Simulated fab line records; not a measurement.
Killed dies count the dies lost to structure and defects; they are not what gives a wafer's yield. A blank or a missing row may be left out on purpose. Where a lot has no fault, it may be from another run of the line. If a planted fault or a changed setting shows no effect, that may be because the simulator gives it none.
Which of the tools did it? | flow gf180mcu | 33 wafers from 11 lots sampled at 4 of the route's 602 steps

## WHAT THE GAUGES SHOWED, per wafer
GF_V2_RS_MEAS_24: a four-point-probe measurement.
lot  | measured     | on            | V2_W_RS (ohm/sq)
L830 | day 20 16:37 | film metro-01 | 0.328 0.330 0.330
L832 | day 21 07:47 | film metro-04 | 0.329 0.328 0.329
L834 | day 22 09:55 | film metro-01 | 0.335 0.337 0.336
L836 | day 23 03:34 | film metro-01 | 0.326 0.333 0.325
L837 | day 23 05:40 | film metro-01 | 0.326 0.324 0.326
L838 | day 23 17:23 | film metro-01 | 0.322 0.325 0.321
L839 | day 24 01:56 | film metro-01 | 0.328 0.325 0.323
L840 | day 24 09:08 | film metro-04 | 0.325 0.321 0.326
L845 | day 25 21:23 | film metro-03 | 0.401 0.397 0.396
L847 | day 26 15:40 | film metro-01 | 0.402 0.396 0.394
L852 | day 28 07:13 | film metro-04 | 0.332 0.329 0.329

## WHAT TOOL EACH LOT RAN ON (gives the tool, then ch and the chambers of the sampled wafers, and finally the start)
lot  | GF_M2_STRIP_17                       | GF_V2_ETCH_17                                 | GF_V2_CVD_23
L830 | plasma asher-01 ch 0,1, day 19 14:17 | rie diel-01 ch 0,2,3, day 20 16:31 or earlier | cvd w-01 ch 0,1, day 20 16:31
L832 | plasma asher-04 ch 0,1, day 20 05:05 | rie diel-04 ch 0,1,2, day 21 07:40 or earlier | cvd w-02 ch 0,1, day 21 07:40
L834 | plasma asher-04 ch 0,1, day 21 08:18 | rie diel-01 ch 0,1, day 22 09:48 or earlier   | cvd w-01 ch 0,1, day 22 09:48
L836 | plasma asher-01 ch 0,1, day 22 01:45 | rie diel-01 ch 1,3, day 23 03:28 or earlier   | cvd w-02 ch 0,1, day 23 03:28
L837 | plasma asher-04 ch 0,1, day 22 03:50 | rie diel-01 ch 0,2,3, day 23 05:33 or earlier | cvd w-02 ch 0,1, day 23 05:33
L838 | plasma asher-04 ch 0,1, day 22 16:20 | rie diel-03 ch 1,2,3, day 23 17:15 or earlier | cvd w-02 ch 0,1, day 23 17:15
L839 | plasma asher-03 ch 0,1, day 23 01:14 | rie diel-03 ch 0,3, day 24 01:49 or earlier   | cvd w-02 ch 0,1, day 24 01:49
L840 | plasma asher-01 ch 0,1, day 23 08:08 | rie diel-03 ch 0,1,3, day 24 09:01 or earlier | cvd w-02 ch 0,1, day 24 09:01
L845 | plasma asher-03 ch 0,1, day 24 21:37 | rie diel-04 ch 0,2, day 25 21:17 or earlier   | cvd w-02 ch 0,1, day 25 21:17
L847 | plasma asher-04 ch 0,1, day 25 15:58 | rie diel-01 ch 1,2, day 26 15:33 or earlier   | cvd w-02 ch 0,1, day 26 15:33
L852 | plasma asher-03 ch 0,1, day 27 08:43 | rie diel-03 ch 0,3, day 28 07:07 or earlier   | cvd w-01 ch 1, day 28 07:07
- GF_M2_STRIP_17: strips in O2/N2.
- GF_V2_ETCH_17: etches SiO2 in C4F8/O2/Ar, stops on TiN, target depth 630 nm.
- GF_V2_CVD_23: deposits W, target thk 350 nm, time 104.94 s.

## THE ANSWER, worked out from the rows above alone
Rule: the lots themselves supply what counts as usual. Put in order of their means at a reading, lots are off if they are a third of the lots or fewer, leave a main group of 4 or more, and stand apart from it by a gap of 3 or more times the standard deviation of the main group's means; of several such gaps the widest counts. Not used: any main group whose means are identical at the precision the tables above print for the reading. Also off: a lot with no number at a reading for which 4 or more lots have one. The other lots that the step has rows for count as sound.
Off: L845, L847, seen at GF_V2_RS_MEAS_24 (V2_W_RS). For the main group the mean is 0.328 ohm/sq and the standard deviation 0.0038.
If a tool, at a process step before that reading, ran all the lots that are off and no sound lot after the first of them, it fits. Gauges at GF_V2_RS_MEAS_24: tried the same way as those tools. With no start given for some of its lots, GF_V2_ETCH_17 uses the hours and lot order of GF_V2_CVD_23. One candidate fits, namely cvd w-02 at GF_V2_CVD_23. Its last sound lot is L840 (day 24 09:01), its first lot that is off L845 (day 25 21:17): a fault that began between those two fits.

## WHAT HAD BEEN PUT IN BY THE SIMULATOR
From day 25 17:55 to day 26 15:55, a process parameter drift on cvd w-02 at GF_V2_CVD_23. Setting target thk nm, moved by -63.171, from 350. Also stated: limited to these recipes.
Struck lots among those shown: L845, L847. The rule given above showed the same thing.
